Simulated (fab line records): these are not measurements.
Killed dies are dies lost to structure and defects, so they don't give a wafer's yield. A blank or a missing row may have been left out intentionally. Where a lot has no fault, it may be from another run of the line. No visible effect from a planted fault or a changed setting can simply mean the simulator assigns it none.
Chamber matching	flow gf180mcu	GF_V4_CMP_04 on cmp-02 has 4 sister chambers
The step polishes SiO2. 16 wafers are shown with their chamber, then 8 later ones without.

== WAFERS PAIRED WITH THEIR CHAMBERS ==
wafer	chamber	motor current A (A)	edge zone pressure frac	slurry filter dp kPa (kPa)
L909.1	1	12.3	0.996	13.46
L909.3	3	10.8	1.002	13.47
L909.6	1	11.9	1.004	13.68
L910.3	0	12.7	0.993	13.61
L910.4	1	12.8	1.004	13.56
L910.6	2	10.1	1.001	13.40
L912.2	3	11.1	1.003	13.48
L912.3	1	13.0	1.001	13.45
L912.4	0	12.1	1.008	13.47
L915.1	2	10.8	0.993	13.44
L915.3	0	12.3	0.994	13.84
L915.5	3	10.8	1.004	13.47
L919.2	1	12.6	1.000	13.54
L919.3	3	10.9	1.000	13.64
L919.4	2	9.4	0.996	13.52
L923.1	2	10.2	0.990	13.50

SIGNATURES (averages over the wafers above)
reading	chamber 0	chamber 1	chamber 2	chamber 3	scatter within a chamber
motor current A	12.367	12.520	10.125	10.900	0.406
edge zone pressure frac	0.99833	1.00100	0.99500	1.00225	0.00465
slurry filter dp kPa	13.6400	13.5380	13.4650	13.5150	0.106
Rule: a wafer lies at a distance from a chamber equal to the root of the sum of squares, over the readings, of (its reading less the chamber's mean, divided by the reading's scatter). The wafer belongs to the nearest chamber; if the next one is less than 2 further off, it can't be placed. How the scatter is found: for the shown wafers, subtract from each reading the mean of its chamber, square and add these, divide the total by (wafers less chambers), then take the root.

== WAFERS MISSING THEIR CHAMBER ==
wafer	motor current A (A)	edge zone pressure frac	slurry filter dp kPa (kPa)
L923.2	11.5	1.003	13.51
L923.6	10.4	1.001	13.52
L927.2	12.3	1.001	13.64
L927.4	12.5	1.002	13.72
L927.6	12.9	1.001	13.71
L929.1	10.8	1.003	13.46
L929.4	12.8	0.989	13.59
L929.6	12.8	0.997	13.41

== EACH ONE'S CHAMBER ==
wafer	from the rows above	in truth
L923.2	can't be placed: 3 or 1 or 0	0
L923.6	can't be placed: 3 or 2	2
L927.2	can't be placed: 0 or 1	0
L927.4	can't be placed: 0 or 1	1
L927.6	can't be placed: 0 or 1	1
L929.1	can't be placed: 3 or 2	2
L929.4	can't be placed: 0 or 1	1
L929.6	can't be placed: 1 or 0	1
0 of 8 placed correctly. Can't be placed from these rows: 8 (the true chamber is among the candidates in 8). 0 placed wrongly.
